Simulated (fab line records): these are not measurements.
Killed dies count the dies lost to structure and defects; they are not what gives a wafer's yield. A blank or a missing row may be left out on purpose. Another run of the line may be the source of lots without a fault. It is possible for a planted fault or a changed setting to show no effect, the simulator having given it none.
Chamber matching :: flow sky130 :: SKY_VIA2_CMP_02 on cmp-02 has 4 sister chambers
The step polishes SiO2. 16 wafers are shown with their chamber, then 8 later ones without.

## EACH WAFER AND ITS CHAMBER
wafer: L836.4
chamber: 3
motor current A (A): 13.3
edge zone pressure frac: 0.991
platen rpm (rpm): 59.92

wafer: L836.5
chamber: 3
motor current A (A): 13.5
edge zone pressure frac: 0.986
platen rpm (rpm): 59.92

wafer: L836.6
chamber: 2
motor current A (A): 14.0
edge zone pressure frac: 1.001
platen rpm (rpm): 59.93

wafer: L838.1
chamber: 3
motor current A (A): 13.0
edge zone pressure frac: 0.998
platen rpm (rpm): 60.03

wafer: L838.5
chamber: 3
motor current A (A): 13.6
edge zone pressure frac: 0.996
platen rpm (rpm): 59.96

wafer: L838.6
chamber: 0
motor current A (A): 10.8
edge zone pressure frac: 0.998
platen rpm (rpm): 59.98

wafer: L839.1
chamber: 1
motor current A (A): 11.5
edge zone pressure frac: 0.998
platen rpm (rpm): 60.00

wafer: L839.3
chamber: 3
motor current A (A): 12.7
edge zone pressure frac: 1.005
platen rpm (rpm): 60.07

wafer: L839.5
chamber: 1
motor current A (A): 11.1
edge zone pressure frac: 0.994
platen rpm (rpm): 60.03

wafer: L840.2
chamber: 0
motor current A (A): 11.0
edge zone pressure frac: 1.004
platen rpm (rpm): 59.98

wafer: L840.4
chamber: 2
motor current A (A): 12.9
edge zone pressure frac: 1.011
platen rpm (rpm): 60.09

wafer: L840.5
chamber: 1
motor current A (A): 12.0
edge zone pressure frac: 1.001
platen rpm (rpm): 60.00

wafer: L841.2
chamber: 1
motor current A (A): 11.5
edge zone pressure frac: 1.001
platen rpm (rpm): 59.98

wafer: L841.4
chamber: 2
motor current A (A): 14.3
edge zone pressure frac: 0.991
platen rpm (rpm): 59.98

wafer: L841.5
chamber: 0
motor current A (A): 10.7
edge zone pressure frac: 1.006
platen rpm (rpm): 59.97

wafer: L856.1
chamber: 3
motor current A (A): 12.5
edge zone pressure frac: 1.000
platen rpm (rpm): 60.01

SIGNATURES, as means of the wafers listed above
reading: motor current A
chamber 0: 10.833
chamber 1: 11.525
chamber 2: 13.733
chamber 3: 13.100
scatter within a chamber: 0.458

reading: edge zone pressure frac
chamber 0: 1.00267
chamber 1: 0.99850
chamber 2: 1.00100
chamber 3: 0.99600
scatter within a chamber: 0.00641

reading: platen rpm
chamber 0: 59.9767
chamber 1: 60.0025
chamber 2: 60.0000
chamber 3: 59.9850
scatter within a chamber: 0.053
Rule: a wafer lies at a distance from a chamber equal to the root of the sum of squares, over the readings, of (its reading less the chamber's mean, divided by the reading's scatter). If the next closest chamber is less than 2 further off than the closest, the wafer can't be placed; otherwise it belongs to the closest. The scatter: the root of (the sum of the squares of (reading less its chamber's mean) over the shown wafers, divided by (wafers less chambers)).

## WAFERS WHOSE CHAMBER IS MISSING
wafer: L856.3
motor current A (A): 14.8
edge zone pressure frac: 0.994
platen rpm (rpm): 59.99

wafer: L856.4
motor current A (A): 11.8
edge zone pressure frac: 1.000
platen rpm (rpm): 59.97

wafer: L857.4
motor current A (A): 12.6
edge zone pressure frac: 1.003
platen rpm (rpm): 59.98

wafer: L857.5
motor current A (A): 10.7
edge zone pressure frac: 0.996
platen rpm (rpm): 60.07

wafer: L857.6
motor current A (A): 11.2
edge zone pressure frac: 0.992
platen rpm (rpm): 60.01

wafer: L859.1
motor current A (A): 13.0
edge zone pressure frac: 1.003
platen rpm (rpm): 60.02

wafer: L859.4
motor current A (A): 11.6
edge zone pressure frac: 0.997
platen rpm (rpm): 60.07

wafer: L859.6
motor current A (A): 12.0
edge zone pressure frac: 1.004
platen rpm (rpm): 59.96

## WHICH CHAMBER EACH ONE RAN IN
wafer: L856.3
from the rows above: can't be placed: 2 or 3
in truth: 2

wafer: L856.4
from the rows above: can't be placed: 1 or 0
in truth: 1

wafer: L857.4
from the rows above: can't be placed: 3 or 1 or 2
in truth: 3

wafer: L857.5
from the rows above: can't be placed: 0 or 1
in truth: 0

wafer: L857.6
from the rows above: can't be placed: 1 or 0
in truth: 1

wafer: L859.1
from the rows above: can't be placed: 3 or 2
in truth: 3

wafer: L859.4
from the rows above: can't be placed: 1 or 0
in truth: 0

wafer: L859.6
from the rows above: can't be placed: 1 or 0 or 3
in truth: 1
Correctly placed: 0 of 8. Not placeable from these rows: 8 (in 8, the candidates include the true chamber). 0 placed wrongly.
